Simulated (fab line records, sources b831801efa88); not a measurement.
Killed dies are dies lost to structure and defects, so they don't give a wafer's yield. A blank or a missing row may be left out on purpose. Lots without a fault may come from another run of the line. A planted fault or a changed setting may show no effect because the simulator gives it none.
Which tool did it? | flow sky130 | 11 lots, 33 wafers sampled, at 4 steps of a route of 708

WHAT THE GAUGES READ, wafer by wafer
SKY_CAPM_RS_MEAS_03: measures by four-point-probe.
lot  | measured     | on            | CAPM_TIN_RS (ohm/sq)
L811 | day 36 04:53 | film_metro-03 | 6.94 6.99 6.97
L812 | day 36 18:04 | film_metro-03 | 6.83 6.82 6.86
L813 | day 37 05:28 | film_metro-02 | 6.85 6.90 6.87
L815 | day 37 17:48 | film_metro-02 | 6.97 7.02 6.94
L816 | day 37 18:43 | film_metro-04 | 6.83 6.79 6.87
L818 | day 38 11:15 | film_metro-03 | 6.94 6.84 6.87
L819 | day 39 00:03 | film_metro-02 | 6.94 6.94 6.84
L820 | day 39 01:37 | film_metro-03 | 6.96 6.99 7.03
L821 | day 39 20:39 | film_metro-03 | 6.85 6.85 6.78
L824 | day 40 11:56 | film_metro-04 | 6.84 6.85 6.82
L834 | day 42 21:04 | film_metro-02 | 6.94 6.91 6.94

WHICH TOOL RAN EACH LOT (tool, then ch and the chambers of the sampled wafers, then the start)
lot  | SKY_METAL1_ETCH_18                | SKY_METAL1_METAL_ETCH_19          | SKY_METAL3_SPUTTER_02
L811 | rie_metal-03 ch 0,1, day 32 16:43 | rie_metal-03 ch 0,1, day 32 16:47 | pvd_sputter-01, day 36 04:32
L812 | rie_metal-03 ch 0,1, day 33 06:25 | rie_metal-03 ch 0,1, day 33 06:29 | pvd_sputter-03, day 36 17:45
L813 | rie_metal-03 ch 0, day 33 18:01   | rie_metal-03 ch 0, day 33 18:09   | pvd_sputter-01, day 37 05:08
L815 | rie_metal-03 ch 0,1, day 34 05:10 | rie_metal-03 ch 0,1, day 34 05:13 | pvd_sputter-03, day 37 17:29
L816 | rie_metal-04 ch 0,1, day 34 08:22 | rie_metal-04 ch 0,1, day 34 08:26 | pvd_sputter-01, day 37 18:22
L818 | rie_metal-01 ch 0, day 34 22:48   | rie_metal-01 ch 0, day 34 22:55   | pvd_sputter-01, day 38 10:58
L819 | rie_metal-04 ch 0,1, day 35 13:52 | rie_metal-04 ch 0,1, day 35 13:56 | pvd_sputter-01, day 38 23:44
L820 | rie_metal-03 ch 0,1, day 35 14:35 | rie_metal-03 ch 0,1, day 35 14:40 | pvd_sputter-01, day 39 01:17
L821 | rie_metal-01 ch 0,1, day 36 10:02 | rie_metal-01 ch 0,1, day 36 10:06 | pvd_sputter-01, day 39 20:19
L824 | rie_metal-03 ch 0,1, day 37 02:25 | rie_metal-03 ch 0,1, day 37 02:28 | pvd_sputter-04, day 40 11:35
L834 | rie_metal-01 ch 0,1, day 39 13:27 | rie_metal-01 ch 0,1, day 39 13:31 | pvd_sputter-03, day 42 20:46
- SKY_METAL1_ETCH_18: etches BARC in N2/H2, stops on SiO2, time 45.9 s, target depth 60 nm.
- SKY_METAL1_METAL_ETCH_19: etches the open film in Cl2/BCl3, stops on SiO2, target depth 360 nm, time 78 s.
- SKY_METAL3_SPUTTER_02: material AlCu, target thk 735 nm, time 39.1 s.

WHAT THE TOOLS THEMSELVES READ (means of the sampled wafers that have a number; where no wafer has one, the mark that the record gives instead)
SKY_METAL1_ETCH_18.
lot  | tool         | drypump_motor_current_A (A) | oes_product_au (a.u.) | throttle_valve_pct (%)
L811 | rie_metal-03 | 6.3                         | 0.854                 | 13.231
L812 | rie_metal-03 | 6.2                         | 0.860                 | 13.222
L813 | rie_metal-03 | 6.4                         | 0.855                 | 13.229
L815 | rie_metal-03 | 6.1                         | 0.850                 | 13.219
L816 | rie_metal-04 | 5.5                         | 0.855                 | 13.217
L818 | rie_metal-01 | 5.6                         | 0.853                 | 13.215
L819 | rie_metal-04 | 5.5                         | 0.855                 | 13.219
L820 | rie_metal-03 | 6.3                         | 0.851                 | 13.224
L821 | rie_metal-01 | 5.6                         | 0.854                 | 13.220
L824 | rie_metal-03 | 6.2                         | 0.853                 | 13.222
L834 | rie_metal-01 | 5.6                         | 0.849                 | 13.237

SKY_METAL1_METAL_ETCH_19.
lot  | tool         | drypump_motor_current_A (A) | oes_product_au (a.u.) | throttle_valve_pct (%)
L811 | rie_metal-03 | 6.3                         | 0.848                 | 22.259
L812 | rie_metal-03 | 6.2                         | 0.856                 | 22.270
L813 | rie_metal-03 | 6.4                         | 0.854                 | 22.269
L815 | rie_metal-03 | 6.2                         | 0.851                 | 22.276
L816 | rie_metal-04 | 5.5                         | 0.853                 | 22.269
L818 | rie_metal-01 | 5.6                         | 0.850                 | 22.272
L819 | rie_metal-04 | 5.4                         | 0.858                 | 22.267
L820 | rie_metal-03 | 6.3                         | 0.860                 | 22.261
L821 | rie_metal-01 | 5.6                         | 0.849                 | 22.262
L824 | rie_metal-03 | 6.2                         | 0.851                 | 22.259
L834 | rie_metal-01 | 5.6                         | 0.856                 | 22.268

SKY_METAL3_SPUTTER_02.
lot  | tool           | throttle_valve_pct (%)
L811 | pvd_sputter-01 | 29.9
L812 | pvd_sputter-03 | 30.2
L813 | pvd_sputter-01 | 30.5
L815 | pvd_sputter-03 | 30.9
L816 | pvd_sputter-01 | 30.0
L818 | pvd_sputter-01 | 29.7
L819 | pvd_sputter-01 | 29.9
L820 | pvd_sputter-01 | 30.6
L821 | pvd_sputter-01 | 29.9
L824 | pvd_sputter-04 | 30.7
L834 | pvd_sputter-03 | 30.6

THE ANSWER, worked out from the rows above alone
Rule: what is usual is taken from the lots themselves. Put in order of their means at a reading, lots are off if they are a third of the lots or fewer, leave a main group of 4 or more, and stand apart from it by a gap of 3 or more times the standard deviation of the main group's means; of several such gaps the widest counts. A main group whose means are all the same, to the digits that the tables above print for the reading, isn't used. A lot without any number at a reading at which 4 lots or more have one is off too. The other lots that the step has rows for count as sound. The gauges are gone through in route order, then the tools' own readings, and for those a lot's mean is taken as printed above. The first step at which some lot is off is used, and at that step the reading that is off furthest; a lot without a number counts as furthest.
No lot is off at any reading shown: from this, nothing can be told.

WHAT THE SIMULATOR HAD PUT IN
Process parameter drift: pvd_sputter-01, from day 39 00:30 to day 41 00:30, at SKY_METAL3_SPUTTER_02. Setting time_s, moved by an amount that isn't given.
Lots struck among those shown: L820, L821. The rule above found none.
